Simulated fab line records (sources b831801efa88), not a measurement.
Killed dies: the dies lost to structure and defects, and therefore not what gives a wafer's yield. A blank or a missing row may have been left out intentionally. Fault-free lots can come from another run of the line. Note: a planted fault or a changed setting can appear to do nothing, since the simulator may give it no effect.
A lot that was struck, set against a sound lot    flow sky130    34 steps out of a route of 708
Sound: these wafers, L390.3, L390.4, L390.5. Wafers struck: L379.1, L379.2, L379.5. The cause is given at the end.
At each step with rows: each side's tool, then ch and its chambers, then its first start. Under that, the readings that differ: sound wafers    struck wafers    difference of the means    sigmas: that difference in standard deviations of wafers without a fault.
alike: words and numbers the same on both sides, and readings whose means are apart by under 2 such deviations; not compared: readings that were withheld, readings missing a value for some wafer, numbers with overlapping values and no deviation given by the record, and bounds like >300 which may hide the same value.
A row with sigmas, a row that says differs or no value, or rows on one side alone: a step with any of these is where the two part. Numbers that don't overlap but have no deviation are shown without sigmas and don't part them. A reading that every wafer of one side lacks parts them only if that side has two wafers or more.

first, 9 steps without rows for these wafers: SKY_CONTACT_ETCH_16 (etches BARC in N2/H2, stops on SiO2, time 45.9 s, target depth 60 nm); SKY_CONTACT_ETCH_17 (etches SiO2 in C4F8/O2/Ar, stops on Si3N4, target depth 340 nm); SKY_CONTACT_ETCH_18 (etches Si3N4 in CHF3/O2, stops on TiN, time 39 s, target depth 75 nm); SKY_CONTACT_STRIP_19 (strips in O2/N2); SKY_CONTACT_STRIP_20 (strips in post etch residue remover, time 1200 s); SKY_CONTACT_CLEAN_21 (cleans in IPA, time 180 s); SKY_CONTACT_CLEAN_22 (cleans in O3/DIW); SKY_CONTACT_SPUTTER_23 (material TiN, target thk 20 nm, time 80 s); SKY_CONTACT_CVD_24 (deposits W, target thk 340 nm, time 102.12 s).
SKY_CONTACT_CMP_27: polishes, stops on SiO2, t overpolish 15 s, target thk 0 nm.
  sound on cmp-01 ch 0,1,3, day 38 03:30; struck on cmp-01 ch 0,1,3, day 34 23:57
  alike: motor current A, overpolish run s, slurry flow ml min, time to endpoint s
then, 23 steps without rows for these wafers: SKY_METAL1_SPUTTER_00 (material Ti, target thk 15 nm, time 10 s); SKY_METAL1_SPUTTER_01 (material TiN, target thk 20 nm, time 16.7 s); SKY_METAL1_SPUTTER_02 (material AlCu, target thk 250 nm, time 13.3 s); SKY_METAL1_SPUTTER_03 (material Ti, target thk 5 nm, time 3.3 s); SKY_METAL1_SPUTTER_04 (material TiN, target thk 70 nm, time 58.3 s); SKY_METAL1_DEHYDRATE_07 (time 60 s); SKY_METAL1_HMDS_08 (prime time 60 s); SKY_METAL1_COAT_09 (resist thk 60 nm); SKY_METAL1_COAT_10 (resist thk 450 nm); SKY_METAL1_SOFTBAKE_11 (time 90 s); SKY_METAL1_EXPOSE_12 (exposes mask MM1, target cd 140 nm); SKY_METAL1_PEB_13; SKY_METAL1_DEVELOP_14 (develop time 60 s); SKY_METAL1_DESCUM_17 (chemistry O2, time 8 s); SKY_METAL1_ETCH_18 (etches BARC in N2/H2, stops on SiO2, time 47.78 s, target depth 60 nm); SKY_METAL1_METAL_ETCH_19 (etches the open film in Cl2/BCl3, stops on SiO2, target depth 360 nm, time 78 s); SKY_METAL1_STRIP_20 (strips in O2/N2); SKY_METAL1_STRIP_21 (strips in post etch residue remover, time 1200 s); SKY_METAL1_CLEAN_22 (cleans in IPA, time 180 s); SKY_METAL1_CLEAN_23 (cleans in O3/DIW); SKY_VIA1_HDPCVD_00 (deposits SiO2, target thk 1030 nm, time 171.7 s); SKY_VIA1_CMP_02 (polishes SiO2); SKY_VIA1_DEHYDRATE_04 (time 60 s).
-- the record jumps here: 13 days lie between the struck wafers' starts before and after (it left off in module VIA1 and takes up again in module PAD_OPEN, whose first step shown is number 708 of the route) --
SKY_PAD_OPEN_PROBE_99:
  sound on prober-02 at day 50 12:44; struck on prober-02 at day 48 08:14
reading             sound     struck       difference  sigmas
killed at contacts  16 31 25  134 142 123  +109        +20
killed dies         62 99 84  185 198 172  +103        +10
killed on rim       11 14 22  37 37 33     +20         +5
  alike: killed_at_M0_to_M3, killed_at_M4_up, killed at front end, killed at other, killed open, killed short

== WHERE THEY PART ==
At SKY_PAD_OPEN_PROBE_99 and nowhere else, as far as this record goes.

WHY: what had been put in by the simulator
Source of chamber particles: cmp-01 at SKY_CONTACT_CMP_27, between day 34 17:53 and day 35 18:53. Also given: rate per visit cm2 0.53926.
